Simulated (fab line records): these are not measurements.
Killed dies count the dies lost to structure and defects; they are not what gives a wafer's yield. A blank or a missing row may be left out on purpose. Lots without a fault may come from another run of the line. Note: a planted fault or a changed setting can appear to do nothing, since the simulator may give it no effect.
Which tool was responsible? :: flow sky130 :: 12 lots, 36 wafers sampled, at 4 steps of a route of 708

== WHAT THE GAUGES READ, wafer by wafer ==
SKY_CAPM_THK_MEAS_01. Usual: for CAPM_CVD_00_THK the level is 15.43 nm and the standard deviation is 0.19.
lot: L588
measured: day 36 05:22
on: filmMetro-01
CAPM_CVD_00_THK (nm): 15.06 15.40 15.48
flag: 

lot: L590
measured: day 36 23:01
on: filmMetro-01
CAPM_CVD_00_THK (nm): 15.07 15.27 15.24
flag: 

lot: L591
measured: day 37 06:13
on: filmMetro-02
CAPM_CVD_00_THK (nm): 15.46 15.47 15.65
flag: 

lot: L592
measured: day 37 14:46
on: filmMetro-01
CAPM_CVD_00_THK (nm): 15.29 15.03 15.13
flag: 

lot: L595
measured: day 39 09:14
on: filmMetro-03
CAPM_CVD_00_THK (nm): 15.39 15.52 15.68
flag: 

lot: L596
measured: day 40 01:15
on: filmMetro-03
CAPM_CVD_00_THK (nm): 15.47 15.66 15.42
flag: 

lot: L598
measured: day 40 10:29
on: filmMetro-02
CAPM_CVD_00_THK (nm): 15.28 15.58 15.45
flag: 

lot: L602
measured: day 41 05:37
on: filmMetro-01
CAPM_CVD_00_THK (nm): 15.41 15.56 15.39
flag: 

lot: L604
measured: day 41 15:08
on: filmMetro-03
CAPM_CVD_00_THK (nm): 15.07 15.35 15.46
flag: 

lot: L607
measured: day 42 18:10
on: filmMetro-03
CAPM_CVD_00_THK (nm): 15.56 15.28 15.64
flag: 

lot: L608
measured: day 42 20:26
on: filmMetro-01
CAPM_CVD_00_THK (nm): 15.19 15.16 15.50
flag: 

lot: L610
measured: day 43 01:22
on: filmMetro-01
CAPM_CVD_00_THK (nm): 15.49 15.54 15.72
flag: 

SKY_VIA3_THK_MEAS_01. Usual: for VIA3_HDPCVD_THK the level is 1640 nm and the standard deviation is 19.
lot: L588
measured: day 38 09:49
on: filmMetro-04
VIA3_HDPCVD_THK (nm): 1681 1641 1674
flag: 

lot: L590
measured: day 39 04:02
on: filmMetro-03
VIA3_HDPCVD_THK (nm): 1626 1629 1650
flag: 

lot: L591
measured: day 39 10:19
on: filmMetro-04
VIA3_HDPCVD_THK (nm): 1651 1623 1609
flag: 

lot: L592
measured: day 39 19:34
on: filmMetro-04
VIA3_HDPCVD_THK (nm): 1602 1600 1614
flag: 

lot: L595
measured: day 41 12:08
on: filmMetro-02
VIA3_HDPCVD_THK (nm): 1646 1628 1624
flag: 

lot: L596
measured: day 42 02:33
on: filmMetro-02
VIA3_HDPCVD_THK (nm): 1663 1645 1632
flag: 

lot: L598
measured: day 42 11:43
on: filmMetro-03
VIA3_HDPCVD_THK (nm): 1656 1650 1668
flag: 

lot: L602
measured: day 43 06:34
on: filmMetro-02
VIA3_HDPCVD_THK (nm): 1650 1640 1615
flag: 

lot: L604
measured: day 43 17:25
on: filmMetro-02
VIA3_HDPCVD_THK (nm): 1636 1628 1658
flag: 

lot: L607
measured: day 44 16:59
on: filmMetro-02
VIA3_HDPCVD_THK (nm): 1632 1641 1643
flag: 

lot: L608
measured: day 44 18:45
on: filmMetro-04
VIA3_HDPCVD_THK (nm): 1640 1633 1637
flag: 

lot: L610
measured: day 45 00:16
on: filmMetro-02
VIA3_HDPCVD_THK (nm): 1603 1659 1623
flag: 

== WHAT TOOL EACH LOT RAN ON (gives the tool, then ch and the chambers of the sampled wafers, and finally the start) ==
lot: L588
SKY_METAL3_SPUTTER_02: pvdSputter-02, day 36 05:14
SKY_METAL3_ETCH_17: rieDiel-04 ch 1,3, day 38 08:51

lot: L590
SKY_METAL3_SPUTTER_02: pvdSputter-02, day 36 22:53
SKY_METAL3_ETCH_17: rieDiel-03 ch 1,3, day 39 03:05

lot: L591
SKY_METAL3_SPUTTER_02: pvdSputter-02, day 37 06:05
SKY_METAL3_ETCH_17: rieDiel-02 ch 1,3, day 39 09:22

lot: L592
SKY_METAL3_SPUTTER_02: pvdSputter-01, day 37 14:38
SKY_METAL3_ETCH_17: rieDiel-02 ch 0,1,3, day 39 18:37

lot: L595
SKY_METAL3_SPUTTER_02: pvdSputter-01, day 39 09:06
SKY_METAL3_ETCH_17: rieDiel-02 ch 0,1,2, day 41 11:10

lot: L596
SKY_METAL3_SPUTTER_02: pvdSputter-01, day 40 01:07
SKY_METAL3_ETCH_17: rieDiel-04 ch 0,1,2, day 42 01:34

lot: L598
SKY_METAL3_SPUTTER_02: pvdSputter-02, day 40 10:21
SKY_METAL3_ETCH_17: rieDiel-04 ch 0,1,3, day 42 10:19

lot: L602
SKY_METAL3_SPUTTER_02: pvdSputter-01, day 41 05:29
SKY_METAL3_ETCH_17: rieDiel-04 ch 0,1,3, day 43 05:37

lot: L604
SKY_METAL3_SPUTTER_02: pvdSputter-04, day 41 15:01
SKY_METAL3_ETCH_17: rieDiel-03 ch 2,3, day 43 16:26

lot: L607
SKY_METAL3_SPUTTER_02: pvdSputter-02, day 42 18:02
SKY_METAL3_ETCH_17: rieDiel-03 ch 1,2,3, day 44 16:01

lot: L608
SKY_METAL3_SPUTTER_02: pvdSputter-02, day 42 20:17
SKY_METAL3_ETCH_17: rieDiel-03 ch 0,1, day 44 17:37

lot: L610
SKY_METAL3_SPUTTER_02: pvdSputter-02, day 43 01:14
SKY_METAL3_ETCH_17: rieDiel-02 ch 1,3, day 44 23:17
- SKY_METAL3_SPUTTER_02: material AlCu, target thk 735 nm, time 39.1 s.
- SKY_METAL3_ETCH_17: etches SiO2 in C4F8/O2/Ar, stops on TiN, time 3.9 s, target depth 15 nm.

== WHAT THE TOOLS THEMSELVES READ (means of the sampled wafers that have a number; where no wafer has one, the mark that the record gives instead) ==
SKY_METAL3_SPUTTER_02. Usual: throttleValvePct 29.4 %, standard deviation 0.81.
lot: L588
tool: pvdSputter-02
throttleValvePct (%): 29.0
flag: 

lot: L590
tool: pvdSputter-02
throttleValvePct (%): 29.7
flag: 

lot: L591
tool: pvdSputter-02
throttleValvePct (%): 28.4
flag: 

lot: L592
tool: pvdSputter-01
throttleValvePct (%): 29.6
flag: 

lot: L595
tool: pvdSputter-01
throttleValvePct (%): 29.7
flag: 

lot: L596
tool: pvdSputter-01
throttleValvePct (%): 29.5
flag: 

lot: L598
tool: pvdSputter-02
throttleValvePct (%): 29.5
flag: 

lot: L602
tool: pvdSputter-01
throttleValvePct (%): 29.4
flag: 

lot: L604
tool: pvdSputter-04
throttleValvePct (%): 29.8
flag: 

lot: L607
tool: pvdSputter-02
throttleValvePct (%): 29.1
flag: 

lot: L608
tool: pvdSputter-02
throttleValvePct (%): 29.9
flag: 

lot: L610
tool: pvdSputter-02
throttleValvePct (%): 28.6
flag: 

SKY_METAL3_ETCH_17. Usual: biasW 1200 W, standard deviation 3.8; oesProductAu 0.753 a.u., standard deviation 0.0066.
lot: L588
tool: rieDiel-04
biasW (W): 1199
oesProductAu (a.u.): 0.745
flag: 

lot: L590
tool: rieDiel-03
biasW (W): 1199
oesProductAu (a.u.): 0.747
flag: 

lot: L591
tool: rieDiel-02
biasW (W): 1203
oesProductAu (a.u.): 0.756
flag: 

lot: L592
tool: rieDiel-02
biasW (W): 1198
oesProductAu (a.u.): 0.746
flag: 

lot: L595
tool: rieDiel-02
biasW (W): 1186
oesProductAu (a.u.): 0.753
flag: OFF

lot: L596
tool: rieDiel-04
biasW (W): 1201
oesProductAu (a.u.): 0.755
flag: 

lot: L598
tool: rieDiel-04
biasW (W): 1204
oesProductAu (a.u.): 0.749
flag: 

lot: L602
tool: rieDiel-04
biasW (W): 1199
oesProductAu (a.u.): 0.751
flag: 

lot: L604
tool: rieDiel-03
biasW (W): 1203
oesProductAu (a.u.): 0.749
flag: 

lot: L607
tool: rieDiel-03
biasW (W): 1200
oesProductAu (a.u.): 0.755
flag: 

lot: L608
tool: rieDiel-03
biasW (W): 1195
oesProductAu (a.u.): 0.750
flag: 

lot: L610
tool: rieDiel-02
biasW (W): 1200
oesProductAu (a.u.): 0.756
flag: 

== THE ANSWER, worked out from the rows above alone ==
Rule: lot off if the mean of its wafers having a number is beyond 3 standard deviations from the usual mean. Also off: a lot with no number at a reading for which 4 or more lots have one. The other lots that the step has rows for count as sound. After the gauges, taken in route order, come the tools' own readings; for these a lot's mean is taken, as printed above. The first step at which some lot is off is used, and at that step the reading that is off furthest; a lot without a number counts as furthest.
Off: L595 (SKY_METAL3_ETCH_17, biasW).
A tool fits if, at that step or a process step before it, it ran every lot that is off, and no sound lot after the first of them. No candidate that was tried fits.

== WHAT WAS PUT IN BY THE SIMULATOR ==
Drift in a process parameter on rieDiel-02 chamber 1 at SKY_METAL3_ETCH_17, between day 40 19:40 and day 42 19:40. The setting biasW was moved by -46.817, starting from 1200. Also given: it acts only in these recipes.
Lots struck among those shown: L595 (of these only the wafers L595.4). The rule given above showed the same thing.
